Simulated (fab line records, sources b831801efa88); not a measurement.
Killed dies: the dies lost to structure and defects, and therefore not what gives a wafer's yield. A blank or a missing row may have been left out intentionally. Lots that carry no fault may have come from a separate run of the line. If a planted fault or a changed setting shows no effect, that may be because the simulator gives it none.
fab line records    flow sky130
record lots=6  wafers=18  lastDay=49
route steps=708 shown VT_ADJUST_PCH@148 SONOS_TUNNEL@154 PAD_OPEN@708
lots that met no fault: taken from a fault-free run of the same line
startH: start of the lot's first displayed wafer, in hours after the record's first day    waitH: hours since the lot's step before    " unchanged from the row above    L1.1+2: one row covering several wafers at once    - no value, or no start given    * or withheld: withheld    < > ~ a bound
route shown NAME@n: NAME is a module with steps in the file, n the number in the route of the first one    usual: average and standard deviation across the fault-free wafers    same: alike in all rows    chamber/n: place in a boat    sites: the reading at each site    _std_site: standard deviation of those values    _edge_site: inner sites' mean taken away from outer sites' mean    radiusMm: how far each site lies from the wafer's centre    mask NAME#n: copy n    behind: tool/chamber where the wafer was last shaped    hold: cause of the lot's hold/its duration in hours/its outcome    device: transistor that didn't switch, given as n, p or np    end of line: the tests these same wafers got at the end of their route    for a step that has no rows: nothing shown but its recipe    killed: not the wafer's yield, but the dies lost to structure and defects at the first sort    map: a wafer's dies, marking killed ones x, the rest . and places with no die _
set.NAME: the setting as run; set.NAME@STEP: as run at that earlier step    model.NAME: the simulator's own value behind a step, which no gauge read
a table for each step, a row for each wafer; lots at some steps of the route
services: when a tool's chamber went out of use (startH, in hours from the record's first day, below 0 if earlier), for how many hours, and the reason
## steps
# step SKY_VT_ADJUST_PCH_PEB_05
# recipe tempC=115  timeS=withheld
# step SKY_VT_ADJUST_PCH_DEVELOP_06
# recipe wallAngleDeg=90  developer=TMAH  developTimeS=60  devTempC=23
# step SKY_VT_ADJUST_PCH_OVL_MEAS_07
# usual VT_ADJUST_PCH_OVL=0.9/1.3
lot.wafer  tool        chamber  startH  waitH  VT_ADJUST_PCH_OVL[nm]
L750.2     overlay-02  -        227.68  -      1.1
L750.3     "           -        "       "      0.3
L750.4     "           -        "       "      0.2
L751.1     overlay-01  -        232.64  -      0.6
L751.3     "           -        "       "      0.4
L751.4     "           -        "       "      2.0
L754.4     overlay-01  -        252.69  -      -0.2
L754.5     "           -        "       "      0.7
L754.6     "           -        "       "      -0.4
L756.1     overlay-01  -        273.29  -      -0.5
L756.5     "           -        "       "      -1.8
L756.6     "           -        "       "      -0.8
L761.3     overlay-02  -        314.97  -      2.9
L761.5     "           -        "       "      1.9
L761.6     "           -        "       "      1.8
L765.3     overlay-01  -        347.10  -      -1.2
L765.4     "           -        "       "      -1.8
L765.5     "           -        "       "      -1.7
# step SKY_VT_ADJUST_PCH_IMPLANT_08
# recipe species=B  energyKev=10  doseCm2=5e+11  tiltDeg=withheld
# step SKY_VT_ADJUST_PCH_STRIP_09
# recipe chemistry=O2/N2  powerW=1400  pressureMtorr=1500  platenTempC=withheld  o2FlowSccm=3000  n2FlowSccm=300  overashFraction=0.5
# usual drypumpMotorCurrentA=5.59/0.27  n2FlowSccm=300.0/0.88  oesProductAu=0.722/0.0045  stripTimeToEndpointS=36.90/0.099
lot.wafer  tool            chamber  startH  waitH  drypumpMotorCurrentA  n2FlowSccm  oesProductAu  rfHoursCounterH  stripTimeToEndpointS
L750.2     plasmaAsher-03  0        227.86  0.1    5.38                  299.4       0.723         41               36.76
L750.3     "               1        "       "      5.75                  299.3       0.728         -                36.68
L750.4     "               0        "       "      5.36                  300.5       0.723         -                36.75
L751.1     plasmaAsher-02  0        232.83  0.1    5.32                  301.1       0.721         11               36.96
L751.3     "               0        "       "      5.31                  299.9       0.727         -                36.97
L751.4     "               1        "       "      5.36                  300.9       0.722         -                36.87
L754.4     plasmaAsher-03  0        252.89  0.1    5.37                  298.2       0.720         -                36.87
L754.5     "               1        "       "      5.76                  299.3       0.722         -                36.83
L754.6     "               0        "       "      5.37                  301.0       0.726         -                36.79
L756.1     plasmaAsher-02  0        273.48  0.1    5.31                  299.9       0.715         15               36.97
L756.5     "               0        "       "      5.35                  298.8       0.723         -                36.93
L756.6     "               1        "       "      5.42                  301.5       0.719         -                36.95
L761.3     plasmaAsher-04  1        315.17  0.1    6.00                  300.9       0.724         -                36.86
L761.5     "               1        "       "      6.00                  300.0       0.722         -                36.89
L761.6     "               0        "       "      5.86                  300.3       0.714         -                36.88
L765.3     plasmaAsher-03  1        347.31  0.1    5.78                  299.8       0.723         -                36.90
L765.4     "               0        "       "      5.37                  300.4       0.714         -                36.98
L765.5     "               1        "       "      5.77                  299.4       0.719         -                36.97
# step SKY_VT_ADJUST_PCH_TW_MEAS_10
# usual VT_ADJUST_PCH_TW=143.9/1.8
lot.wafer  tool          chamber  startH  waitH  VT_ADJUST_PCH_TW
L750.2     filmMetro-04  -        227.97  0.1    141.4
L750.3     "             -        "       "      141.4
L750.4     "             -        "       "      142.3
L751.1     filmMetro-04  -        232.93  0.1    141.5
L751.3     "             -        "       "      141.5
L751.4     "             -        "       "      141.2
L754.4     filmMetro-03  -        252.99  0.1    146.5
L754.5     "             -        "       "      145.7
L754.6     "             -        "       "      146.8
L756.1     filmMetro-03  -        273.58  0.1    145.3
L756.5     "             -        "       "      145.2
L756.6     "             -        "       "      144.9
L761.3     filmMetro-04  -        315.26  0.1    142.3
L761.5     "             -        "       "      141.7
L761.6     "             -        "       "      142.0
L765.3     filmMetro-03  -        347.40  0.1    145.6
L765.4     "             -        "       "      145.5
L765.5     "             -        "       "      145.6
# step SKY_SONOS_TUNNEL_DEHYDRATE_00
# recipe tempC=200  timeS=60
# step SKY_SONOS_TUNNEL_HMDS_01
# recipe primeTimeS=60  primeTempC=120
# step SKY_SONOS_TUNNEL_COAT_02
# recipe resist=NOVOLAK  spinRpm=3000  resistThkNm=1140
# step SKY_SONOS_TUNNEL_SOFTBAKE_03
# recipe tempC=90  timeS=60  resist=NOVOLAK
# step SKY_SONOS_TUNNEL_EXPOSE_04
# recipe maskId=TUNM  na=0.6  sourceShape=conventional  sigmaOuter=0.6  polarization=unpolarized  targetCdNm=410  doseMj=136
# step SKY_SONOS_TUNNEL_PEB_05
# recipe tempC=withheld  timeS=*  resist=NOVOLAK
# step SKY_SONOS_TUNNEL_DEVELOP_06
# recipe resist=NOVOLAK  developer=TMAH  developTimeS=60  devTempC=23
# usual developerTempC=23.01/0.1  exhaustPa=45.0/0.75
# same developTimeS=60
lot.wafer  tool           chamber  startH  waitH  developerTempC  exhaustPa
L750.2     lithoTrack-02  0        251.87  0.1    23.06           45.5
L750.3     "              0        "       "      23.03           45.3
L750.4     "              0        "       "      23.03           46.7
L751.1     lithoTrack-03  0        256.65  0.1    22.97           44.7
L751.3     "              0        "       "      23.02           45.6
L751.4     "              0        "       "      22.98           45.5
L754.4     lithoTrack-02  0        277.92  0.1    20.66           44.3
L754.5     "              0        "       "      20.71           46.4
L754.6     "              0        "       "      20.62           46.1
L756.1     lithoTrack-02  0        298.44  0.1    20.68           45.9
L756.5     "              0        "       "      20.80           44.7
L756.6     "              0        "       "      20.78           44.9
L761.3     lithoTrack-03  0        342.40  0.1    23.18           44.4
L761.5     "              0        "       "      22.96           45.3
L761.6     "              0        "       "      23.05           44.7
L765.3     lithoTrack-03  0        374.55  0.1    22.89           45.4
L765.4     "              0        "       "      23.01           44.4
L765.5     "              0        "       "      23.01           44.2
# step SKY_SONOS_TUNNEL_CD_MEAS_07
# recipe targetCdNm=410
# usual cdNm=410.5/2.1
lot.wafer  tool      chamber  startH  waitH  cdNm
L750.2     cdSem-01  -        252.01  0.1    411.3
L750.3     "         -        "       "      411.1
L750.4     "         -        "       "      412.8
L751.1     cdSem-01  -        256.80  0.1    412.9
L751.3     "         -        "       "      411.3
L751.4     "         -        "       "      412.2
L754.4     cdSem-02  -        278.05  0.1    420.3
L754.5     "         -        "       "      417.6
L754.6     "         -        "       "      418.5
L756.1     cdSem-02  -        298.59  0.1    417.3
L756.5     "         -        "       "      418.2
L756.6     "         -        "       "      418.5
L761.3     cdSem-01  -        342.54  0.1    412.8
L761.5     "         -        "       "      411.1
L761.6     "         -        "       "      412.2
L765.3     cdSem-01  -        374.69  0.1    412.3
L765.4     "         -        "       "      411.3
L765.5     "         -        "       "      412.4
# step SKY_SONOS_TUNNEL_OVL_MEAS_08
# usual SONOS_TUNNEL_OVL=0.2/1.4
lot.wafer  tool        chamber  startH  waitH  SONOS_TUNNEL_OVL[nm]
L750.2     overlay-01  -        252.12  0.1    -0.5
L750.3     "           -        "       "      0.8
L750.4     "           -        "       "      0.8
L751.1     overlay-02  -        256.92  0.1    -0.2
L751.3     "           -        "       "      -1.5
L751.4     "           -        "       "      -0.2
L754.4     overlay-01  -        278.13  0.1    0.4
L754.5     "           -        "       "      0.1
L754.6     "           -        "       "      -0.1
L756.1     overlay-02  -        298.71  0.1    -1.3
L756.5     "           -        "       "      0.6
L756.6     "           -        "       "      0.0
L761.3     overlay-02  -        342.64  0.1    -0.3
L761.5     "           -        "       "      0.5
L761.6     "           -        "       "      -0.1
L765.3     overlay-01  -        374.79  0.1    -2.4
L765.4     "           -        "       "      -1.5
L765.5     "           -        "       "      -1.9
# step SKY_PAD_OPEN_PROBE_99
# usual killed_at_M0_to_M3=43/7  killed_at_M4_up=3.5/1.9  killedAtContacts=24/5.3  killedAtFrontEnd=15/4.4  killedAtOther=0.3/0.69  killedDies=87/9.7  killedOpen=48/7  killedShort=39/6.4
# same grossDies=492  killedAtBackSide=0
lot.wafer  tool       chamber  startH   waitH  killed_at_M0_to_M3  killed_at_M4_up  killedAtContacts  killedAtFrontEnd  killedAtOther  killedDies  killedOpen  killedShort
L750.2     prober-02  -        1084.59  0.1    40                  2                24                19                0              85          41          41
L750.3     prober-02  -        1084.64  0.2    51                  5                26                7                 0              89          45          44
L750.4     prober-02  -        1084.69  0.2    42                  5                32                16                0              95          60          34
L751.1     prober-01  -        1087.96  0.1    46                  3                22                16                0              87          50          37
L751.3     prober-01  -        1088.06  0.2    40                  4                24                11                0              79          49          30
L751.4     prober-01  -        1088.11  0.2    58                  5                20                17                0              100         60          40
L754.4     prober-01  -        1102.54  0.2    40                  4                25                21                1              91          51          39
L754.5     prober-01  -        1102.59  0.2    43                  2                25                12                0              82          47          35
L754.6     prober-01  -        1102.64  0.2    49                  2                16                11                0              78          42          36
L756.1     prober-01  -        1118.23  0.1    51                  5                23                13                0              92          52          40
L756.5     prober-01  -        1118.43  0.2    36                  3                27                18                0              84          44          40
L756.6     prober-01  -        1118.48  0.2    48                  3                27                10                0              88          50          38
L761.3     prober-02  -        1152.85  0.2    45                  3                21                22                0              91          51          40
L761.5     prober-02  -        1152.95  0.2    46                  0                38                17                1              102         55          45
L761.6     prober-02  -        1153.00  0.2    46                  2                21                13                0              82          41          41
L765.3     prober-01  -        1164.17  0.2    41                  6                29                14                0              90          45          45
L765.4     prober-01  -        1164.22  0.2    49                  9                22                15                0              95          52          42
L765.5     prober-01  -        1164.27  0.2    46                  5                28                14                0              93          57          36
# killed by level:class
L750.2 LI_CONTACT:geometricParticle:open=7 CONTACT:geometricParticle:open=7 VIA1:geometricParticle:open=7 METAL2:geometricParticle:short=7 CONTACT:geometricParticle:short=5 VIA1:geometricParticle:short=5 METAL3:geometricParticle:short=5 VIA3:geometricParticle:open=5
L750.3 VIA1:geometricParticle:open=9 CONTACT:geometricParticle:open=8 VIA1:geometricParticle:short=8 LI_CONTACT:geometricParticle:open=7 METAL2:geometricParticle:short=6 VIA3:geometricParticle:open=6 CONTACT:geometricParticle:short=5 METAL1:geometricParticle:short=4
L750.4 CONTACT:geometricParticle:open=14 VIA1:geometricParticle:open=12 VIA2:geometricParticle:open=9 LI_CONTACT:geometricParticle:open=8 CONTACT:geometricParticle:short=6 VIA3:geometricParticle:open=6 FIELD_ISO:geometricParticle:open=4 VIA1:geometricParticle:short=4
L751.1 VIA1:geometricParticle:open=20 CONTACT:geometricParticle:short=6 CONTACT:geometricParticle:open=6 VIA1:geometricParticle:short=6 FIELD_ISO:geometricParticle:short=5 LI_CONTACT:geometricParticle:open=5 POLY_GATE:geometricParticle:short=5 VIA2:geometricParticle:open=5
L751.3 VIA1:geometricParticle:open=14 CONTACT:geometricParticle:open=10 VIA3:geometricParticle:open=8 LOCAL_INTERCONNECT:geometricParticle:short=5 METAL1:geometricParticle:short=4 FIELD_ISO:geometricParticle:open=3 FIELD_ISO:geometricParticle:short=3 CONTACT:geometricParticle:short=3
L751.4 VIA1:geometricParticle:open=18 CONTACT:geometricParticle:open=10 VIA2:geometricParticle:open=10 VIA1:geometricParticle:short=8 METAL2:geometricParticle:short=8 FIELD_ISO:geometricParticle:open=5 METAL1:geometricParticle:short=5 VIA3:geometricParticle:open=5
L754.4 CONTACT:geometricParticle:open=10 VIA1:geometricParticle:open=10 FIELD_ISO:geometricParticle:open=7 VIA2:geometricParticle:open=7 METAL2:geometricParticle:short=6 FIELD_ISO:geometricParticle:short=5 LI_CONTACT:geometricParticle:open=5 CONTACT:geometricParticle:short=5
L754.5 LI_CONTACT:geometricParticle:open=10 VIA1:geometricParticle:open=9 VIA2:geometricParticle:open=8 CONTACT:geometricParticle:open=7 METAL1:geometricParticle:short=6 METAL2:geometricParticle:short=5 POLY_GATE:geometricParticle:short=4 CONTACT:geometricParticle:short=4
L754.6 VIA2:geometricParticle:open=12 VIA1:geometricParticle:open=9 CONTACT:geometricParticle:open=7 VIA2:geometricParticle:short=6 METAL2:geometricParticle:short=5 METAL1:geometricParticle:short=5 LOCAL_INTERCONNECT:geometricParticle:short=4 VIA1:geometricParticle:short=4
L756.1 VIA3:geometricParticle:open=11 CONTACT:geometricParticle:open=10 VIA1:geometricParticle:open=9 LI_CONTACT:geometricParticle:open=7 METAL2:geometricParticle:short=7 FIELD_ISO:geometricParticle:open=5 FIELD_ISO:geometricParticle:short=5 METAL3:geometricParticle:short=5
L756.5 CONTACT:geometricParticle:open=15 VIA1:geometricParticle:open=7 LI_CONTACT:geometricParticle:open=6 FIELD_ISO:geometricParticle:short=5 METAL1:geometricParticle:short=5 METAL2:geometricParticle:short=5 VIA2:geometricParticle:open=4 VIA3:geometricParticle:open=4
L756.6 LI_CONTACT:geometricParticle:open=8 CONTACT:geometricParticle:open=8 VIA1:geometricParticle:open=8 VIA3:geometricParticle:open=8 FIELD_ISO:geometricParticle:open=6 METAL1:geometricParticle:short=6 VIA2:geometricParticle:open=5 VIA3:geometricParticle:short=5
L761.3 VIA1:geometricParticle:open=12 CONTACT:geometricParticle:open=11 VIA1:geometricParticle:short=8 FIELD_ISO:geometricParticle:short=6 FIELD_ISO:geometricParticle:open=5 SPACER:geometricParticle:open=5 VIA2:geometricParticle:open=5 LI_CONTACT:geometricParticle:open=4
L761.5 CONTACT:geometricParticle:open=17 VIA1:geometricParticle:open=10 LI_CONTACT:geometricParticle:open=7 FIELD_ISO:geometricParticle:open=6 METAL1:geometricParticle:short=6 METAL2:geometricParticle:short=6 FIELD_ISO:geometricParticle:short=4 LI_CONTACT:geometricParticle:short=4
L761.6 LI_CONTACT:geometricParticle:open=8 VIA1:geometricParticle:open=8 CONTACT:geometricParticle:short=7 METAL1:geometricParticle:short=6 VIA2:geometricParticle:open=6 VIA3:geometricParticle:open=6 VIA1:geometricParticle:short=5 METAL2:geometricParticle:short=4
L765.3 CONTACT:geometricParticle:open=12 METAL1:geometricParticle:short=7 LI_CONTACT:geometricParticle:short=6 VIA1:geometricParticle:open=6 VIA2:geometricParticle:open=6 POLY_GATE:geometricParticle:open=5 CONTACT:geometricParticle:short=5 METAL2:geometricParticle:short=4
L765.4 CONTACT:geometricParticle:open=13 VIA2:geometricParticle:open=9 METAL2:geometricParticle:short=8 VIA1:geometricParticle:open=8 METAL1:geometricParticle:short=6 POLY_GATE:geometricParticle:short=5 VIA3:geometricParticle:open=5 METAL4:geometricParticle:short=5
L765.5 VIA1:geometricParticle:open=12 CONTACT:geometricParticle:open=11 LI_CONTACT:geometricParticle:open=8 VIA2:geometricParticle:open=7 FIELD_ISO:geometricParticle:open=6 CONTACT:geometricParticle:short=5 METAL1:geometricParticle:short=5 METAL2:geometricParticle:short=5
## services
tool            chamber  startH  hours  kind
plasmaAsher-04  -        272.10  4.1    repair
plasmaAsher-02  -        327.33  0.5    repair
## key
firstSign step=SKY_SONOS_TUNNEL_DEVELOP_06  reading=developerTempC  direction=down  sigmas=22  usual=*  struck=*
effect step=SKY_SONOS_TUNNEL_CD_MEAS_07  reading=cdNm  direction=up  sigmas=3.8  usual=410.5  struck=418.4  through=controlLoop
metAt SKY_SONOS_TUNNEL_DEVELOP_06
struckWafers L754.4,L754.5,L754.6,L756.1,L756.5,L756.6
testerLeftOut L754,L756
loopTrim step=SKY_SONOS_TUNNEL_EXPOSE_04  setting=dose  lots=L756
onsetBetween 251.87 277.92
fault kind=processParameterDrift  tool=lithoTrack-02  chamber=-  onsetH=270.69  steps=SKY_SONOS_TUNNEL_DEVELOP_06  channel=devTempC  offset=*  shape=step  endH=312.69  actsIn=*  stated=*
# testerLeftOut: of these lots the tester's yield and bins aren't shown, on N5 and GAA mostly nor the transistor test; their killed dies are dies lost to structure and defects alone, not to doping, threshold or leakage, so they don't give the yield
# loopTrim: a control loop set the setting to another value than it would have without faults
